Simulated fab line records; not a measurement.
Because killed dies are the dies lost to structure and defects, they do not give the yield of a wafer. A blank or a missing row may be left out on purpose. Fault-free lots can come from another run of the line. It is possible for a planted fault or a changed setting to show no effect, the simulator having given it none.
Struck lot and sound lot, side by side -- flow sky130 -- 15 steps out of a route of 708
Sound: these wafers, L792.3, L792.5, L792.6. Struck: wafer L808.1. (L808.2, L808.3 of the same lot were not struck and are left out.) The cause comes at the end.
For every step that has rows: the tool of each side, followed by ch and its chambers, followed by its first start. Under that, the readings that differ: sound wafers -- struck wafers -- difference of the means -- sigmas: that difference in standard deviations of wafers without a fault.
alike: same words and numbers on both sides, and readings whose means sit less than 2 such deviations apart. not compared: any withheld reading, any reading some wafer has no value for, any bound like >300 that may hide the same value, and any number with overlapping values for which the record gives no deviation.
A row with sigmas, a row that says differs or no value, or rows on one side alone: a step with any of these is where the two part. Numbers that have no deviation but don't overlap get no sigmas and don't part them. Lack of a reading on every wafer of one side parts them only where that side has two or more wafers.

first, 8 steps without rows for these wafers: SKY_METAL4_DEHYDRATE_05 (time 60 s); SKY_METAL4_HMDS_06 (prime time 60 s); SKY_METAL4_COAT_07 (resist thk 60 nm); SKY_METAL4_COAT_08 (resist thk 1140 nm); SKY_METAL4_SOFTBAKE_09 (time 90 s); SKY_METAL4_EXPOSE_10 (exposes mask MM4, target cd 300 nm); SKY_METAL4_PEB_11; SKY_METAL4_DEVELOP_12 (develop time 60 s).
SKY_METAL4_CD_MEAS_13 targets a cd of 300 nm.
  struck on cd sem-01, day 48 09:08; sound on cd sem-02, day 42 15:44
  alike: cd nm
SKY_METAL4_OVL_MEAS_14:
  struck on overlay-01, day 48 09:15; sound on overlay-02, day 42 15:49
  alike: METAL4_OVL
SKY_METAL4_DESCUM_15: chemistry O2, time 8 s.
  sound on rie metal-04 ch 0,1, day 42 15:51; struck on rie metal-01 ch 1, day 48 09:17
reading,sound,struck,difference,sigmas
rf hours counter h (h),- - -,11,no value on the sound wafers,
  alike: drypump motor current A, oes product au
SKY_METAL4_ETCH_16: etches BARC in N2/H2, stops on SiO2, time 88.2 s, target depth 60 nm.
  sound on rie metal-04 ch 0,1, day 42 15:55; struck on rie metal-01 ch 1, day 48 09:19
reading,sound,struck,difference,sigmas
rf hours counter h (h),- - -,11,no value on the sound wafers,
  alike: drypump motor current A, oes product au, throttle valve pct
SKY_METAL4_ETCH_17: etches SiO2 in C4F8/O2/Ar, stops on TiN, time 3.9 s, target depth 15 nm.
  sound on rie diel-03 ch 1,2, day 42 15:58; struck on rie diel-02 ch 1, day 48 09:25
reading,sound,struck,difference,sigmas
oes product au (a.u.),0.749 0.754 0.750,0.810,+0.059,+8
  not compared: rf hours counter h
SKY_METAL4_METAL_ETCH_18: etches the open film in Cl2/BCl3, stops on SiO2, target depth 845 nm, time 183.1 s.
  sound on rie metal-02 ch 0,1, day 42 16:03; struck on rie metal-02 ch 1, day 48 09:26
reading,sound,struck,difference,sigmas
rf hours counter h (h),- - -,24,no value on the sound wafers,
  alike: drypump motor current A, oes product au, throttle valve pct
-- the record jumps here: 3 days lie between the struck wafers' starts before and after (it left off in module METAL4 and takes up again in module PAD_OPEN, whose first step shown is number 708 of the route) --
SKY_PAD_OPEN_PROBE_99:
  struck on prober-01, day 51 13:52; sound on prober-01, day 46 20:03
  alike: defect limited yield, killed_at_M0_to_M3, killed_at_M4_up, killed at contacts, killed at front end, killed at other, killed dies, killed open, killed short, sort_bin_3_pad_short, sort_bin_5_function, sort_bin_6_memory, sort n pass, sort yield pct

## WHERE THEY PART
Earliest at SKY_METAL4_DESCUM_15; latest, in this record, at SKY_METAL4_METAL_ETCH_18. Later steps at which nothing parts them and some readings are alike: SKY_PAD_OPEN_PROBE_99.

WHY: the cause the simulator had injected
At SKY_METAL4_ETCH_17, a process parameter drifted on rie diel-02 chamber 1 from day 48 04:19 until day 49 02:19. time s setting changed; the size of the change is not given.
